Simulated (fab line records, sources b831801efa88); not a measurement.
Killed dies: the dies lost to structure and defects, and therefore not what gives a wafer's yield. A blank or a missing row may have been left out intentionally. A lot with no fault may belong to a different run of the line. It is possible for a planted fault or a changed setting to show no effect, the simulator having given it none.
A lot that was struck, set against a sound lot ; flow sky130 ; 25 out of 708 route steps
Sound: the wafers L164.3, L164.4, L164.6. Wafers L174.1, L174.3, L174.6 were the ones struck. The cause is given at the end.
Each step with rows lists, per side, the tool, then ch with its chambers, then its first start. Under that, the readings that differ: sound wafers ; struck wafers ; difference of the means ; sigmas: that difference in standard deviations of wafers without a fault.
alike: words and numbers the same on both sides, and readings whose means are apart by under 2 such deviations; not compared: readings that were withheld, readings missing a value for some wafer, numbers with overlapping values and no deviation given by the record, and bounds like >300 which may hide the same value.
A row with sigmas, a row that says differs or no value, or rows on one side alone: a step with any of these is where the two part. When numbers do not overlap yet have no deviation, they are printed without sigmas and do not part them. A reading that every wafer of one side lacks parts them only if that side has two wafers or more.

first, 7 steps without rows for these wafers: SKY_FIELD_ISO_HMDS_06 (prime time 60 s); SKY_FIELD_ISO_COAT_07 (resist thk 60 nm); SKY_FIELD_ISO_COAT_08 (resist thk 450 nm); SKY_FIELD_ISO_SOFTBAKE_09 (time 90 s); SKY_FIELD_ISO_EXPOSE_10 (exposes mask FOM, target cd 150 nm); SKY_FIELD_ISO_PEB_11; SKY_FIELD_ISO_DEVELOP_12 (develop time 60 s).
SKY_FIELD_ISO_CD_MEAS_13: the cd target is 150 nm.
  sound: cd_sem-01 at day 3 13:08; struck: cd_sem-02 at day 5 17:51
  alike: cd_nm
SKY_FIELD_ISO_ETCH_14: etches BARC in N2/H2, stops on SiO2, time 45.9 s, target depth 60 nm.
  sound on rie_diel-02 ch 0,1,3, day 3 13:13; struck on rie_diel-01 ch 1,2,3, day 5 17:58
  alike: drypump_motor_current_A, oes_product_au, run_length_s, throttle_valve_pct
  not compared: rf_hours_counter_h
SKY_FIELD_ISO_ETCH_15: etches the open film in CHF3/O2, stops on Si, target depth 180 nm, time 72 s.
  sound on rie_diel-02 ch 0,1,3, day 3 13:16; struck on rie_diel-01 ch 1,2,3, day 5 18:01
  alike: drypump_motor_current_A, oes_product_au, run_length_s, throttle_valve_pct
  not compared: rf_hours_counter_h
SKY_FIELD_ISO_STRIP_16: strips in O2/N2.
  sound on plasma_asher-03 ch 0,1, day 3 13:21; struck on plasma_asher-04 ch 0,1, day 5 18:04
  alike: drypump_motor_current_A, oes_product_au, strip_time_to_endpoint_s
  not compared: rf_hours_counter_h
SKY_FIELD_ISO_ETCH_17: etches Si in HBr/Cl2/O2, target depth 342 nm, time 97.7 s.
  sound on rie_si-01 ch 1,2,3, day 3 13:25; struck on rie_si-01 ch 0,1,3, day 5 18:10
  alike: HBr_flow_sccm, drypump_motor_current_A, oes_product_au, run_length_s, throttle_valve_pct
  not compared: rf_hours_counter_h
SKY_FIELD_ISO_WET_ETCH_18: etches Si3N4 in H3PO4, target depth 25 nm, time 286 s.
  sound on wet_bench-01 ch 3, day 3 13:29; struck on wet_bench-01 ch 3, day 5 18:14
reading;sound;struck;difference;sigmas
run_length_s (s);319 319 319;465 465 465;+146;+41
model.Si3N4_of_FIELD_ISO_CVD_03.thk_nm (nm);123.4 123.8 123.2;114.2 114.7 113.8;-9.2;
then, 4 steps without rows for these wafers: SKY_FIELD_ISO_CLEAN_19 (cleans in SC1/SC2, time 150 s); SKY_FIELD_ISO_CLEAN_20 (cleans in dHF, time 20 s); SKY_FIELD_ISO_WET_ETCH_21 (etches SiO2 in dHF, target depth 20 nm, time 400 s); SKY_FIELD_ISO_OXIDATION_22 (stabilise 600 s, purge 300 s, target thk 10 nm).
SKY_FIELD_ISO_THK_MEAS_23:
  sound: film_metro-01 at day 3 16:03; struck: film_metro-02 at day 5 20:20
  alike: FIELD_ISO_OXIDATION_01_THK
then, 1 step without rows for these wafers: SKY_FIELD_ISO_CVD_24 (deposits SiO2, target thk 595 nm, time 99.2 s).
SKY_FIELD_ISO_THK_MEAS_25:
  sound: film_metro-02 at day 3 16:13; struck: film_metro-01 at day 5 20:28
  alike: FIELD_ISO_CVD_24_THK
then, 1 step without rows for these wafers: SKY_FIELD_ISO_ANNEAL_26 (time 1800 s).
SKY_FIELD_ISO_CMP_27: polishes, stops on Si3N4, t overpolish 16 s, target thk 457.8 nm.
  sound on cmp-01 ch 0,2,3, day 3 19:03; struck on cmp-01 ch 1,2,3, day 5 23:23
  alike: edge_zone_pressure_frac, motor_current_A, platen_rpm
SKY_FIELD_ISO_WET_ETCH_28: etches SiO2 in dHF, target depth 23.7 nm, time 47 s.
  sound on wet_bench-04 ch 2, day 3 19:21; struck on wet_bench-03 ch 2, day 5 23:38
reading;sound;struck;difference;sigmas
model.Si3N4_of_FIELD_ISO_CVD_03.thk_nm (nm);117.4 117.8 117.2;108.3 108.7 107.9;-9.2;
  alike: run_length_s
then, 1 step without rows for these wafers: SKY_FIELD_ISO_WET_ETCH_29 (etches Si3N4 in H3PO4, target depth 160 nm, time 1825 s).
-- the record jumps here: 44 days lie between the struck wafers' starts before and after (it left off in module FIELD_ISO and takes up again in module PAD_OPEN, whose first step shown is number 708 of the route) --
SKY_PAD_OPEN_PROBE_99:
  sound: prober-02 at day 47 13:13; struck: prober-02 at day 50 01:56
reading;sound;struck;difference;sigmas
model.etest.pfet_16v.r_on_ohm_um;1.471e+04 1.474e+04 1.489e+04;1.459e+04 1.454e+04 1.449e+04;-2.400e+02;
model.etest.res_iso_pwell.rs_ohm_sq;2991 2889 2996;2553 2514 2515;-431;
model.etest.res_iso_pwell.line_ohm_um;1116 1096 1135;954.6 944.9 951.3;-165.4;
model.etest.cap_li_to_poly.c_af_um2;97.47 98.69 96.3;93.22 92.73 95.28;-3.74;
model.etest.cap_poly_to_well.c_af_um2;94.09 91.76 91.9;95.72 94.26 95.48;+2.57;
model.etest.field_p.vt_v (V);-41.03 -40.12 -41.42;-38.52 -38.41 -37.65;+2.66;
model.etest.field_n.vt_v (V);35.78 35.25 35.9;33.6 33.48 32.78;-2.4;
  alike: killed_at_M0_to_M3, killed_at_M4_up, killed_at_contacts, killed_at_front_end, killed_at_other, killed_dies, killed_open, killed_short
  not compared: model.etest.sram_nfet_pass.off_log10_a_um

== WHERE THEY PART ==
Within this record, at SKY_FIELD_ISO_WET_ETCH_18 only. Later steps at which nothing parts them and some readings are alike: SKY_FIELD_ISO_THK_MEAS_23, SKY_FIELD_ISO_THK_MEAS_25, SKY_FIELD_ISO_CMP_27, SKY_FIELD_ISO_WET_ETCH_28, SKY_PAD_OPEN_PROBE_99.

WHY: what the simulator had put in
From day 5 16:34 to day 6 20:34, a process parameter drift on wet_bench-01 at SKY_FIELD_ISO_WET_ETCH_18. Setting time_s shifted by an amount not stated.
